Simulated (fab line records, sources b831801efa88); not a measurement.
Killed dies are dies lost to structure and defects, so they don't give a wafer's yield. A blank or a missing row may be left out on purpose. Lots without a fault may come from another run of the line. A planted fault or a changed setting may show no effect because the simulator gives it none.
Split-lot experiment | flow sky130 | 5 lots, 23 wafers read, on a route of 708 steps

THE SPLIT
At SKY_FIELD_ISO_OXIDATION_01 (stabilise 600 s, purge 300 s, target thk 12 nm), the setting temp_c was moved away from the recipe's 900 C on 20 of the 23 wafers read, by -1.2% to +2.9%. The other wafers ran this setting at the recipe's value.

The file shows no step between the split and the reading.

THE READING
FIELD_ISO_OXIDATION_00_THK, in nm, at SKY_FIELD_ISO_THK_MEAS_02. Fault-free wafers of this fab line usually give 12.16 nm, standard deviation 0.19 nm.

wafer  | tool, chamber at the split | temp_c as run, C | against the recipe | FIELD_ISO_OXIDATION_00_THK, nm | against lot-mates on the recipe
L078.2 | furnace-02, 0              | 900              | recipe             | 12.43                          | -
L078.3 | furnace-02, 0              | 900              | recipe             | 12.33                          | -
L078.6 | furnace-02, 0              | 900              | recipe             | 12.46                          | -
L079.1 | -, -                       | 889.6            | -1.2%              | 10.69                          | no lot-mate on the recipe
L079.2 | -, -                       | 889.6            | -1.2%              | 10.58                          | no lot-mate on the recipe
L079.4 | -, -                       | 889.6            | -1.2%              | 10.67                          | no lot-mate on the recipe
L079.5 | -, -                       | 889.6            | -1.2%              | 10.59                          | no lot-mate on the recipe
L079.6 | -, -                       | 889.6            | -1.2%              | 10.75                          | no lot-mate on the recipe
L080.1 | -, -                       | 913.4            | +1.5%              | 13.78                          | no lot-mate on the recipe
L080.2 | -, -                       | 913.4            | +1.5%              | 13.93                          | no lot-mate on the recipe
L080.4 | -, -                       | 913.4            | +1.5%              | 13.91                          | no lot-mate on the recipe
L080.5 | -, -                       | 913.4            | +1.5%              | 13.95                          | no lot-mate on the recipe
L080.6 | -, -                       | 913.4            | +1.5%              | 13.85                          | no lot-mate on the recipe
L081.1 | -, -                       | 890.4            | -1.1%              | 10.94                          | no lot-mate on the recipe
L081.2 | -, -                       | 890.4            | -1.1%              | 10.92                          | no lot-mate on the recipe
L081.3 | -, -                       | 890.4            | -1.1%              | 10.86                          | no lot-mate on the recipe
L081.4 | -, -                       | 890.4            | -1.1%              | 10.95                          | no lot-mate on the recipe
L081.5 | -, -                       | 890.4            | -1.1%              | 11.06                          | no lot-mate on the recipe
L085.1 | -, -                       | 926              | +2.9%              | 15.70                          | no lot-mate on the recipe
L085.2 | -, -                       | 926              | +2.9%              | 15.96                          | no lot-mate on the recipe
L085.3 | -, -                       | 926              | +2.9%              | 15.74                          | no lot-mate on the recipe
L085.4 | -, -                       | 926              | +2.9%              | 15.71                          | no lot-mate on the recipe
L085.5 | -, -                       | 926              | +2.9%              | 15.76                          | no lot-mate on the recipe

THE FIT
A straight line over all 23 wafers: FIELD_ISO_OXIDATION_00_THK changes by +1.23 nm for each +1% of temp_c; r = +1.00; the points scatter about the line by 0.14 nm.
Too few moved wafers have a lot-mate on the recipe to fit a line with each lot's own level taken away.

THE WHOLE CHAIN: every reading that the file lists as answering this split, in the file's order
step                       | what it does                                   | reading                                                                                | change (the file's fit)              | r (the file's)
SKY_FIELD_ISO_OXIDATION_01 | stabilise 600 s, purge 300 s, target thk 12 nm | SiO2_of_FIELD_ISO_OXIDATION_01.thk_nm (the simulator's own value, which no gauge read) | +1.23 nm for each +1% of the setting | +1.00
SKY_FIELD_ISO_THK_MEAS_02  |                                                | FIELD_ISO_OXIDATION_00_THK                                                             | +1.23 for each +1% of the setting    | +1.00

THE FILE'S OWN FIT
FIELD_ISO_OXIDATION_00_THK changes by +1.23 nm for each +1% of temp_c, r = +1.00.
